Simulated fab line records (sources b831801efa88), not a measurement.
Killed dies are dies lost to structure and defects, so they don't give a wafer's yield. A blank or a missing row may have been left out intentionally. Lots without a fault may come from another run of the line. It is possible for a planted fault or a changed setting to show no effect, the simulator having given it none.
Struck lot and sound lot, side by side | flow sky130 | 43 out of 708 route steps
Sound: these wafers, L199.1, L199.3, L199.4. Wafers L207.2, L207.3, L207.4 were the ones struck. The cause comes at the end.
At each step with rows: each side's tool, then ch and its chambers, then its first start. Under that, the readings that differ: sound wafers | struck wafers | difference of the means | sigmas: that difference in standard deviations of wafers without a fault.
alike: readings with means less than 2 such deviations apart, plus words and numbers identical on both sides. not compared: withheld readings, readings lacking a value on some wafer, bounds such as >300 that could conceal the same value, and numbers that have no deviation in the record and whose values overlap.
The two part at a step that has a row with sigmas, a row that says differs or no value, or rows on one side only. Numbers that don't overlap but have no deviation are shown without sigmas and don't part them. A reading that every wafer of one side lacks parts them only if that side has two wafers or more.

first, 5 steps without rows for these wafers: SKY_VIA2_ETCH_15 (etches SiO2 in C4F8/O2/Ar, stops on TiN, target depth 546 nm, time 84 s); SKY_VIA2_STRIP_16 (strips in O2/N2); SKY_VIA2_STRIP_17 (strips in post etch residue remover, time 1200 s); SKY_VIA2_CLEAN_18 (cleans in IPA, time 180 s); SKY_VIA2_CLEAN_19 (cleans in O3/DIW).
SKY_VIA2_SPUTTER_20: material TiN, target thk 20 nm, time 80 s.
  struck on pvd_sputter-03, day 38 19:51; sound on pvd_sputter-03, day 36 08:22
  alike: throttle_valve_pct
SKY_VIA2_CVD_21: deposits W, target thk 420 nm, time 126.4 s.
  sound on cvd_w-02 ch 0,1, day 36 08:25; struck on cvd_w-01 ch 0,1, day 38 19:55
  alike: chamber_pressure_Torr, heater_power_w
SKY_VIA2_RS_MEAS_22: measures by four-point-probe.
  struck on film_metro-01, day 38 20:04; sound on film_metro-01, day 36 08:33
  alike: VIA2_W_RS
SKY_VIA2_THK_MEAS_23: measures by xrf.
  struck on film_metro-01, day 38 20:10; sound on film_metro-01, day 36 08:40
  alike: VIA2_W_THK
then, 2 steps without rows for these wafers: SKY_VIA2_CMP_24 (polishes, stops on SiO2, t overpolish 20 s, target thk 0 nm); SKY_METAL3_SPUTTER_00 (material Ti, target thk 15 nm, time 10 s).
SKY_METAL3_SPUTTER_01: material TiN, target thk 20 nm, time 16.7 s.
  struck on pvd_sputter-01, day 38 20:32; sound on pvd_sputter-01, day 36 09:03
  alike: throttle_valve_pct
SKY_METAL3_SPUTTER_02: material AlCu, target thk 735 nm, time 39.1 s.
  struck on pvd_sputter-01, day 38 20:34; sound on pvd_sputter-01, day 36 09:05
  alike: throttle_valve_pct
then, 3 steps without rows for these wafers: SKY_METAL3_SPUTTER_03 (material Ti, target thk 5 nm, time 3.3 s); SKY_METAL3_SPUTTER_04 (material TiN, target thk 70 nm, time 58.3 s); SKY_CAPM_CVD_00 (deposits SiO2, target thk 15.5 nm).
SKY_CAPM_THK_MEAS_01:
  struck on film_metro-04, day 38 20:42; sound on film_metro-03, day 36 09:13
  alike: CAPM_CVD_00_THK
SKY_CAPM_SPUTTER_02: material TiN, target thk 200 nm, time 166.7 s.
  struck on pvd_sputter-04, day 38 20:45; sound on pvd_sputter-04, day 36 09:16
  alike: throttle_valve_pct
SKY_CAPM_RS_MEAS_03: measures by four-point-probe.
  struck on film_metro-02, day 38 20:53; sound on film_metro-03, day 36 09:22
  reading              | sound          | struck         | difference | sigmas
  CAPM_TIN_RS (ohm/sq) | 6.90 6.82 6.82 | 6.93 7.04 7.01 | +0.15      | +2
SKY_CAPM_THK_MEAS_04: measures by xrf.
  struck on film_metro-02, day 38 20:59; sound on film_metro-03, day 36 09:29
  reading           | sound             | struck            | difference | sigmas
  CAPM_TIN_THK (nm) | 199.9 202.8 202.4 | 197.2 194.6 195.5 | -5.9       | -3
then, 7 steps without rows for these wafers: SKY_CAPM_DEHYDRATE_05 (time 60 s); SKY_CAPM_HMDS_06 (prime time 60 s); SKY_CAPM_COAT_07 (resist thk 1140 nm); SKY_CAPM_SOFTBAKE_08 (time 60 s); SKY_CAPM_EXPOSE_09 (exposes mask CAPM, target cd 1000 nm); SKY_CAPM_PEB_10; SKY_CAPM_DEVELOP_11 (develop time 60 s).
SKY_CAPM_OVL_MEAS_12:
  struck on overlay-02, day 39 20:13; sound on overlay-02, day 37 11:25
  alike: CAPM_OVL
then, 1 step without rows for these wafers: SKY_CAPM_METAL_ETCH_13 (etches TiN in Cl2/BCl3, stops on SiO2, target depth 220 nm, time 62.9 s).
SKY_CAPM_STRIP_14: strips in O2/N2.
  sound on plasma_asher-02 ch 0,1, day 37 11:31; struck on plasma_asher-04 ch 0,1, day 39 20:19
  alike: drypump_motor_current_A, oes_product_au, strip_time_to_endpoint_s
  not compared: rf_hours_counter_h
then, 11 steps without rows for these wafers: SKY_CAPM_STRIP_15 (strips in post etch residue remover, time 1200 s); SKY_CAPM_CLEAN_16 (cleans in IPA, time 180 s); SKY_CAPM_CLEAN_17 (cleans in O3/DIW); SKY_METAL3_DEHYDRATE_05 (time 60 s); SKY_METAL3_HMDS_06 (prime time 60 s); SKY_METAL3_COAT_07 (resist thk 60 nm); SKY_METAL3_COAT_08 (resist thk 1140 nm); SKY_METAL3_SOFTBAKE_09 (time 90 s); SKY_METAL3_EXPOSE_10 (exposes mask MM3, target cd 300 nm); SKY_METAL3_PEB_11; SKY_METAL3_DEVELOP_12 (develop time 60 s).
SKY_METAL3_CD_MEAS_13 targets a cd of 300 nm.
  struck on cd_sem-02, day 40 21:41; sound on cd_sem-01, day 38 14:05
  alike: cd_nm
-- the record jumps here: 7 days lie between the struck wafers' starts before and after (it left off in module METAL3 and takes up again in module PAD_OPEN, whose first step shown is number 708 of the route) --
SKY_PAD_OPEN_PROBE_99:
  struck on prober-02, day 47 18:32; sound on prober-01, day 45 20:16
  reading                               | sound               | struck            | difference | sigmas
  defect_limited_yield (%)              | 85.0 80.3 84.6      | 73.6 77.6 73.8    | -8.3       | -4
  killed_at_M0_to_M3                    | 26 51 44            | 98 69 86          | +44        | +6
  killed_dies                           | 74 97 76            | 130 110 129       | +41        | +4
  sort_bin_3_pad_short (%)              | 0.6 0.4 0.8         | 3.3 2.0 3.3       | +2.3       | +6
  sort_bin_5_function (%)               | 8.1 11.2 9.1        | 17.3 15.0 17.1    | +7.0       | +4
  sort_n_pass                           | 418 395 416         | 362 382 363       | -41        | -4
  sort_yield_pct (%)                    | 85.0 80.3 84.6      | 73.6 77.6 73.8    | -8.3       | -4
  model.etest.tester.sort_n_pass        | 418 395 416         | 362 382 363       | -41        |
  model.etest.tester.sort_yield_pct (%) | 84.96 80.28 84.55   | 73.58 77.64 73.78 | -8.26      |
  model.etest.tester.sort_bin_5_pct (%) | 8.13 11.18 9.146    | 17.28 15.04 17.07 | +6.98      |
  model.etest.tester.sort_bin_3_pct (%) | 0.6098 0.4065 0.813 | 3.252 2.033 3.252 | +2.236     |
  alike: killed_at_M4_up, killed_at_contacts, killed_at_front_end, killed_at_other, killed_open, killed_short, sort_bin_6_memory

## WHERE THEY PART
Earliest at SKY_CAPM_RS_MEAS_03; latest, in this record, at SKY_PAD_OPEN_PROBE_99.

WHY: whatever the simulator had introduced
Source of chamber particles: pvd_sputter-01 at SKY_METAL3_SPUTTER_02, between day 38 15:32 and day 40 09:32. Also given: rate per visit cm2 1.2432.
